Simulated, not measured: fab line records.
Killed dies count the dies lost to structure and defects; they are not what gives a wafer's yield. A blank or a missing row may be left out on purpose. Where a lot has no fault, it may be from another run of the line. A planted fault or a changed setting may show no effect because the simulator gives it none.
fab line records :: flow gf180mcu
record
  lots=5
  wafers=15
  last_day=32
route steps=602 shown NWELL@46
lots untouched by any fault: they come from a run of this same line in which no faults occurred
start_h: hours from the record's opening day to when the first of the lot's shown wafers began :: wait_h: hours since the lot's step before :: " repeats the value in the row above :: L1.1+2: one row covering several wafers at once :: - value missing, or start not given :: * or withheld: withheld :: < > ~ a bound
route shown NAME@n: NAME is a module with steps in the file, n the number in the route of the first one :: usual: average and standard deviation across the fault-free wafers :: same: alike in all rows :: chamber/n: place in a boat :: sites: each site's reading :: _std_site: their standard deviation :: _edge_site: outer sites' mean less inner sites' :: radius_mm: how far each site lies from the wafer's centre :: mask NAME#n: copy n :: behind: tool/chamber where the wafer was last shaped :: hold: the reason the lot was held/the length of the hold in hours/how it ended :: device: transistor that didn't switch, given as n, p or np :: end of line: tests run on the same wafers once the route is complete :: a step given without rows: its recipe and nothing more :: killed: the dies lost at the first sort to structure and to defects; this is not the yield of the wafer :: map: shows each die of a wafer: x if killed, . if not, _ if none is there
set.NAME: setting as actually run; set.NAME@STEP: the setting as run at that earlier step :: model.NAME: the simulator's own value behind a step, which no gauge read
a table for each step, a row for each wafer; lots at some steps of the route
services: when a tool's chamber went out of use (start_h, in hours from the record's first day, below 0 if earlier), for how many hours, and the reason
## steps
# step GF_NWELL_EXPOSE_04
# recipe
  mask_id=Nwell
  target_cd_nm=860
  na=0.6
  source_shape=conventional
  sigma_outer=0.6
  dose_mj=260
# usual
  stage_vel_mm_s=500.02/0.22
lot.wafer: L076.1
tool: iline_stepper-02
chamber: 0
start_h: -
wait_h: -
mask: Nwell#0
stage_vel_mm_s: 500.02

lot.wafer: L076.4
tool: iline_stepper-02
chamber: 0
start_h: -
wait_h: -
mask: Nwell#0
stage_vel_mm_s: 500.18

lot.wafer: L076.5
tool: iline_stepper-02
chamber: 0
start_h: -
wait_h: -
mask: Nwell#0
stage_vel_mm_s: 500.18

lot.wafer: L079.2
tool: iline_stepper-02
chamber: 0
start_h: -
wait_h: -
mask: Nwell#0
stage_vel_mm_s: 499.82

lot.wafer: L079.5
tool: iline_stepper-02
chamber: 0
start_h: -
wait_h: -
mask: Nwell#0
stage_vel_mm_s: 500.16

lot.wafer: L079.6
tool: iline_stepper-02
chamber: 0
start_h: -
wait_h: -
mask: Nwell#0
stage_vel_mm_s: 500.02

lot.wafer: L081.1
tool: iline_stepper-01
chamber: 0
start_h: -
wait_h: -
mask: Nwell#0
stage_vel_mm_s: 499.58

lot.wafer: L081.3
tool: iline_stepper-01
chamber: 0
start_h: -
wait_h: -
mask: Nwell#0
stage_vel_mm_s: 500.16

lot.wafer: L081.4
tool: iline_stepper-01
chamber: 0
start_h: -
wait_h: -
mask: Nwell#0
stage_vel_mm_s: 500.13

lot.wafer: L087.1
tool: iline_stepper-02
chamber: 0
start_h: -
wait_h: -
mask: Nwell#0
stage_vel_mm_s: 499.68

lot.wafer: L087.2
tool: iline_stepper-02
chamber: 0
start_h: -
wait_h: -
mask: Nwell#0
stage_vel_mm_s: 499.90

lot.wafer: L087.4
tool: iline_stepper-02
chamber: 0
start_h: -
wait_h: -
mask: Nwell#0
stage_vel_mm_s: 499.89

lot.wafer: L089.1
tool: iline_stepper-01
chamber: 0
start_h: -
wait_h: -
mask: Nwell#0
stage_vel_mm_s: 500.17

lot.wafer: L089.2
tool: iline_stepper-01
chamber: 0
start_h: -
wait_h: -
mask: Nwell#0
stage_vel_mm_s: 499.86

lot.wafer: L089.6
tool: iline_stepper-01
chamber: 0
start_h: -
wait_h: -
mask: Nwell#0
stage_vel_mm_s: 500.03
# step GF_NWELL_PEB_05
# recipe
  temp_c=115
  time_s=withheld
# usual
  plate_temp_C=115.01/0.13
lot.wafer: L076.1
tool: litho_track-04
chamber: 0
start_h: -
wait_h: -
plate_temp_C: 115.02

lot.wafer: L076.4
tool: litho_track-04
chamber: 0
start_h: -
wait_h: -
plate_temp_C: 115.06

lot.wafer: L076.5
tool: litho_track-04
chamber: 0
start_h: -
wait_h: -
plate_temp_C: 115.00

lot.wafer: L079.2
tool: litho_track-02
chamber: 0
start_h: -
wait_h: -
plate_temp_C: 114.94

lot.wafer: L079.5
tool: litho_track-02
chamber: 0
start_h: -
wait_h: -
plate_temp_C: 115.08

lot.wafer: L079.6
tool: litho_track-02
chamber: 0
start_h: -
wait_h: -
plate_temp_C: 114.89

lot.wafer: L081.1
tool: litho_track-02
chamber: 0
start_h: -
wait_h: -
plate_temp_C: 115.10

lot.wafer: L081.3
tool: litho_track-02
chamber: 0
start_h: -
wait_h: -
plate_temp_C: 114.99

lot.wafer: L081.4
tool: litho_track-02
chamber: 0
start_h: -
wait_h: -
plate_temp_C: 115.10

lot.wafer: L087.1
tool: litho_track-01
chamber: 0
start_h: -
wait_h: -
plate_temp_C: 115.01

lot.wafer: L087.2
tool: litho_track-01
chamber: 0
start_h: -
wait_h: -
plate_temp_C: 114.83

lot.wafer: L087.4
tool: litho_track-01
chamber: 0
start_h: -
wait_h: -
plate_temp_C: 114.83

lot.wafer: L089.1
tool: litho_track-04
chamber: 0
start_h: -
wait_h: -
plate_temp_C: 114.92

lot.wafer: L089.2
tool: litho_track-04
chamber: 0
start_h: -
wait_h: -
plate_temp_C: 114.82

lot.wafer: L089.6
tool: litho_track-04
chamber: 0
start_h: -
wait_h: -
plate_temp_C: 115.03
# step GF_NWELL_DEVELOP_06
# recipe
  wall_angle_deg=90
  develop_time_s=60
  dev_temp_c=23
lot.wafer: L076.1+4+5
tool: litho_track-04
chamber: 0
start_h: -
wait_h: -

lot.wafer: L079.2+5+6
tool: litho_track-02
chamber: 0
start_h: -
wait_h: -

lot.wafer: L081.1+3+4
tool: litho_track-02
chamber: 0
start_h: -
wait_h: -

lot.wafer: L087.1+2+4
tool: litho_track-01
chamber: 0
start_h: -
wait_h: -

lot.wafer: L089.1+2+6
tool: litho_track-04
chamber: 0
start_h: -
wait_h: -
# step GF_NWELL_OVL_MEAS_07
# usual
  NWELL_OVL=-1.1/1.4
lot.wafer: L076.1
tool: overlay-01
chamber: -
start_h: 65.67
wait_h: -
NWELL_OVL[nm]: -2.8

lot.wafer: L076.4
tool: overlay-01
chamber: -
start_h: 65.67
wait_h: -
NWELL_OVL[nm]: -1.4

lot.wafer: L076.5
tool: overlay-01
chamber: -
start_h: 65.67
wait_h: -
NWELL_OVL[nm]: -1.5

lot.wafer: L079.2
tool: overlay-01
chamber: -
start_h: 82.55
wait_h: -
NWELL_OVL[nm]: 0.9

lot.wafer: L079.5
tool: overlay-01
chamber: -
start_h: 82.55
wait_h: -
NWELL_OVL[nm]: -1.1

lot.wafer: L079.6
tool: overlay-01
chamber: -
start_h: 82.55
wait_h: -
NWELL_OVL[nm]: -0.1

lot.wafer: L081.1
tool: overlay-01
chamber: -
start_h: 92.99
wait_h: -
NWELL_OVL[nm]: -1.8

lot.wafer: L081.3
tool: overlay-01
chamber: -
start_h: 92.99
wait_h: -
NWELL_OVL[nm]: -1.0

lot.wafer: L081.4
tool: overlay-01
chamber: -
start_h: 92.99
wait_h: -
NWELL_OVL[nm]: -1.1

lot.wafer: L087.1
tool: overlay-01
chamber: -
start_h: 127.50
wait_h: -
NWELL_OVL[nm]: 1.2

lot.wafer: L087.2
tool: overlay-01
chamber: -
start_h: 127.50
wait_h: -
NWELL_OVL[nm]: -1.1

lot.wafer: L087.4
tool: overlay-01
chamber: -
start_h: 127.50
wait_h: -
NWELL_OVL[nm]: -2.3

lot.wafer: L089.1
tool: overlay-01
chamber: -
start_h: 135.77
wait_h: -
NWELL_OVL[nm]: -1.1

lot.wafer: L089.2
tool: overlay-01
chamber: -
start_h: 135.77
wait_h: -
NWELL_OVL[nm]: -1.5

lot.wafer: L089.6
tool: overlay-01
chamber: -
start_h: 135.77
wait_h: -
NWELL_OVL[nm]: -1.0
# step GF_NWELL_IMPLANT_08
# recipe
  species=P
  energy_kev=450
  dose_cm2=1.5e+13
  tilt_deg=0
# usual
  beam_on_s=10.02/0.19
lot.wafer: L076.1
tool: implanter-02
chamber: 0
start_h: 65.70
wait_h: 0.0
beam_on_s: 10.02

lot.wafer: L076.4
tool: implanter-02
chamber: 0
start_h: 65.70
wait_h: 0.0
beam_on_s: 9.92

lot.wafer: L076.5
tool: implanter-02
chamber: 0
start_h: 65.70
wait_h: 0.0
beam_on_s: 10.30

lot.wafer: L079.2
tool: implanter-04
chamber: 0
start_h: 82.60
wait_h: 0.0
beam_on_s: 9.91

lot.wafer: L079.5
tool: implanter-04
chamber: 0
start_h: 82.60
wait_h: 0.0
beam_on_s: 10.41

lot.wafer: L079.6
tool: implanter-04
chamber: 0
start_h: 82.60
wait_h: 0.0
beam_on_s: 9.93

lot.wafer: L081.1
tool: implanter-02
chamber: 0
start_h: 93.03
wait_h: 0.0
beam_on_s: 10.31

lot.wafer: L081.3
tool: implanter-02
chamber: 0
start_h: 93.03
wait_h: 0.0
beam_on_s: 10.09

lot.wafer: L081.4
tool: implanter-02
chamber: 0
start_h: 93.03
wait_h: 0.0
beam_on_s: 9.82

lot.wafer: L087.1
tool: implanter-04
chamber: 0
start_h: 127.53
wait_h: 0.0
beam_on_s: 9.92

lot.wafer: L087.2
tool: implanter-04
chamber: 0
start_h: 127.53
wait_h: 0.0
beam_on_s: 10.23

lot.wafer: L087.4
tool: implanter-04
chamber: 0
start_h: 127.53
wait_h: 0.0
beam_on_s: 10.15

lot.wafer: L089.1
tool: implanter-03
chamber: 0
start_h: 135.88
wait_h: 0.1
beam_on_s: 9.91

lot.wafer: L089.2
tool: implanter-03
chamber: 0
start_h: 135.88
wait_h: 0.1
beam_on_s: 9.94

lot.wafer: L089.6
tool: implanter-03
chamber: 0
start_h: 135.88
wait_h: 0.1
beam_on_s: 10.04
# step GF_NWELL_IMPLANT_09
# recipe
  species=P
  energy_kev=160
  dose_cm2=4e+12
  tilt_deg=0
# usual
  beam_on_s=9.99/0.18
lot.wafer: L076.1
tool: implanter-02
chamber: 0
start_h: 65.85
wait_h: 0.1
beam_on_s: 10.24

lot.wafer: L076.4
tool: implanter-02
chamber: 0
start_h: 65.85
wait_h: 0.1
beam_on_s: 9.87

lot.wafer: L076.5
tool: implanter-02
chamber: 0
start_h: 65.85
wait_h: 0.1
beam_on_s: 10.11

lot.wafer: L079.2
tool: implanter-04
chamber: 0
start_h: 82.75
wait_h: 0.1
beam_on_s: 10.13

lot.wafer: L079.5
tool: implanter-04
chamber: 0
start_h: 82.75
wait_h: 0.1
beam_on_s: 9.81

lot.wafer: L079.6
tool: implanter-04
chamber: 0
start_h: 82.75
wait_h: 0.1
beam_on_s: 9.90

lot.wafer: L081.1
tool: implanter-02
chamber: 0
start_h: 93.18
wait_h: 0.1
beam_on_s: 10.04

lot.wafer: L081.3
tool: implanter-02
chamber: 0
start_h: 93.18
wait_h: 0.1
beam_on_s: 10.16

lot.wafer: L081.4
tool: implanter-02
chamber: 0
start_h: 93.18
wait_h: 0.1
beam_on_s: 9.90

lot.wafer: L087.1
tool: implanter-04
chamber: 0
start_h: 127.68
wait_h: 0.1
beam_on_s: 10.18

lot.wafer: L087.2
tool: implanter-04
chamber: 0
start_h: 127.68
wait_h: 0.1
beam_on_s: 10.14

lot.wafer: L087.4
tool: implanter-04
chamber: 0
start_h: 127.68
wait_h: 0.1
beam_on_s: 10.02

lot.wafer: L089.1
tool: implanter-03
chamber: 0
start_h: 136.03
wait_h: 0.1
beam_on_s: 9.72

lot.wafer: L089.2
tool: implanter-03
chamber: 0
start_h: 136.03
wait_h: 0.1
beam_on_s: 9.99

lot.wafer: L089.6
tool: implanter-03
chamber: 0
start_h: 136.03
wait_h: 0.1
beam_on_s: 9.99
# step GF_NWELL_STRIP_10
# recipe
  chemistry=O2/N2
  power_w=1400
  pressure_mtorr=1500
  platen_temp_c=250
  o2_flow_sccm=3000
  n2_flow_sccm=300
  overash_fraction=0.5
# usual
  drypump_motor_current_A=6.1/0.43
  heater_power_w=337/17
  oes_product_au=0.722/0.0048
  strip_time_to_endpoint_s=37.00/0.1
# same
  overash_fraction=0.5
lot.wafer: L076.1
tool: plasma_asher-04
chamber: 0
start_h: 66.00
wait_h: 0.1
drypump_motor_current_A: 5.5
heater_power_w: 328
oes_product_au: 0.716
rf_hours_counter_h: 37
strip_time_to_endpoint_s: 36.97

lot.wafer: L076.4
tool: plasma_asher-04
chamber: 0
start_h: 66.00
wait_h: 0.1
drypump_motor_current_A: 5.5
heater_power_w: 336
oes_product_au: 0.723
rf_hours_counter_h: -
strip_time_to_endpoint_s: 36.91

lot.wafer: L076.5
tool: plasma_asher-04
chamber: 1
start_h: 66.00
wait_h: 0.1
drypump_motor_current_A: 6.2
heater_power_w: 363
oes_product_au: 0.715
rf_hours_counter_h: -
strip_time_to_endpoint_s: 36.94

lot.wafer: L079.2
tool: plasma_asher-01
chamber: 1
start_h: 82.88
wait_h: 0.1
drypump_motor_current_A: 5.6
heater_power_w: 317
oes_product_au: 0.717
rf_hours_counter_h: 40
strip_time_to_endpoint_s: 36.99

lot.wafer: L079.5
tool: plasma_asher-01
chamber: 1
start_h: 82.88
wait_h: 0.1
drypump_motor_current_A: 5.6
heater_power_w: 314
oes_product_au: 0.718
rf_hours_counter_h: -
strip_time_to_endpoint_s: 37.10

lot.wafer: L079.6
tool: plasma_asher-01
chamber: 0
start_h: 82.88
wait_h: 0.1
drypump_motor_current_A: 6.3
heater_power_w: 347
oes_product_au: 0.724
rf_hours_counter_h: -
strip_time_to_endpoint_s: 36.93

lot.wafer: L081.1
tool: plasma_asher-04
chamber: 0
start_h: 93.33
wait_h: 0.1
drypump_motor_current_A: 5.5
heater_power_w: 337
oes_product_au: 0.724
rf_hours_counter_h: 40
strip_time_to_endpoint_s: 36.90

lot.wafer: L081.3
tool: plasma_asher-04
chamber: 0
start_h: 93.33
wait_h: 0.1
drypump_motor_current_A: 5.5
heater_power_w: 335
oes_product_au: 0.719
rf_hours_counter_h: -
strip_time_to_endpoint_s: 36.89

lot.wafer: L081.4
tool: plasma_asher-04
chamber: 1
start_h: 93.33
wait_h: 0.1
drypump_motor_current_A: 6.2
heater_power_w: 372
oes_product_au: 0.722
rf_hours_counter_h: -
strip_time_to_endpoint_s: 37.04

lot.wafer: L087.1
tool: plasma_asher-01
chamber: 1
start_h: 127.83
wait_h: 0.1
drypump_motor_current_A: 5.6
heater_power_w: 326
oes_product_au: 0.725
rf_hours_counter_h: 46
strip_time_to_endpoint_s: 36.94

lot.wafer: L087.2
tool: plasma_asher-01
chamber: 0
start_h: 127.83
wait_h: 0.1
drypump_motor_current_A: 6.3
heater_power_w: 343
oes_product_au: 0.722
rf_hours_counter_h: 46
strip_time_to_endpoint_s: 36.96

lot.wafer: L087.4
tool: plasma_asher-01
chamber: 0
start_h: 127.83
wait_h: 0.1
drypump_motor_current_A: 6.3
heater_power_w: 339
oes_product_au: 0.720
rf_hours_counter_h: -
strip_time_to_endpoint_s: 36.91

lot.wafer: L089.1
tool: plasma_asher-01
chamber: 1
start_h: 136.18
wait_h: 0.1
drypump_motor_current_A: 5.6
heater_power_w: 312
oes_product_au: 0.724
rf_hours_counter_h: 47
strip_time_to_endpoint_s: 37.11

lot.wafer: L089.2
tool: plasma_asher-01
chamber: 0
start_h: 136.18
wait_h: 0.1
drypump_motor_current_A: 6.3
heater_power_w: 348
oes_product_au: 0.726
rf_hours_counter_h: 47
strip_time_to_endpoint_s: 37.11

lot.wafer: L089.6
tool: plasma_asher-01
chamber: 0
start_h: 136.18
wait_h: 0.1
drypump_motor_current_A: 6.3
heater_power_w: 346
oes_product_au: 0.725
rf_hours_counter_h: -
strip_time_to_endpoint_s: 37.00
# step GF_NWELL_TW_MEAS_11
# usual
  NWELL_TW=1592/9.2
lot.wafer: L076.1
tool: film_metro-04
chamber: -
start_h: 66.10
wait_h: 0.1
NWELL_TW: 1609

lot.wafer: L076.4
tool: film_metro-04
chamber: -
start_h: 66.10
wait_h: 0.1
NWELL_TW: 1602

lot.wafer: L076.5
tool: film_metro-04
chamber: -
start_h: 66.10
wait_h: 0.1
NWELL_TW: 1601

lot.wafer: L079.2
tool: film_metro-02
chamber: -
start_h: 82.99
wait_h: 0.1
NWELL_TW: 1574

lot.wafer: L079.5
tool: film_metro-02
chamber: -
start_h: 82.99
wait_h: 0.1
NWELL_TW: 1585

lot.wafer: L079.6
tool: film_metro-02
chamber: -
start_h: 82.99
wait_h: 0.1
NWELL_TW: 1588

lot.wafer: L081.1
tool: film_metro-02
chamber: -
start_h: 93.43
wait_h: 0.1
NWELL_TW: 1586

lot.wafer: L081.3
tool: film_metro-02
chamber: -
start_h: 93.43
wait_h: 0.1
NWELL_TW: 1589

lot.wafer: L081.4
tool: film_metro-02
chamber: -
start_h: 93.43
wait_h: 0.1
NWELL_TW: 1586

lot.wafer: L087.1
tool: film_metro-04
chamber: -
start_h: 127.93
wait_h: 0.1
NWELL_TW: 1585

lot.wafer: L087.2
tool: film_metro-04
chamber: -
start_h: 127.93
wait_h: 0.1
NWELL_TW: 1597

lot.wafer: L087.4
tool: film_metro-04
chamber: -
start_h: 127.93
wait_h: 0.1
NWELL_TW: 1585

lot.wafer: L089.1
tool: film_metro-04
chamber: -
start_h: 136.28
wait_h: 0.1
NWELL_TW: 1593

lot.wafer: L089.2
tool: film_metro-04
chamber: -
start_h: 136.28
wait_h: 0.1
NWELL_TW: 1597

lot.wafer: L089.6
tool: film_metro-04
chamber: -
start_h: 136.28
wait_h: 0.1
NWELL_TW: 1601
## services
tool: plasma_asher-04
chamber: -
start_h: 43.52
hours: 1.2
kind: repair

tool: iline_stepper-01
chamber: -
start_h: 55.83
hours: 10.9
kind: repair

tool: implanter-03
chamber: -
start_h: 84.95
hours: 5.9
kind: repair

tool: litho_track-04
chamber: -
start_h: 98.68
hours: -
kind: consumable_replace:filter

tool: implanter-03
chamber: -
start_h: 108.42
hours: 3.7
kind: pm

tool: implanter-04
chamber: -
start_h: 115.04
hours: 11.6
kind: repair

tool: iline_stepper-02
chamber: -
start_h: 117.54
hours: 0.8
kind: pm

tool: iline_stepper-02
chamber: -
start_h: 131.70
hours: 1.7
kind: pm

tool: implanter-04
chamber: -
start_h: 135.41
hours: 5.5
kind: repair
## key
fault none
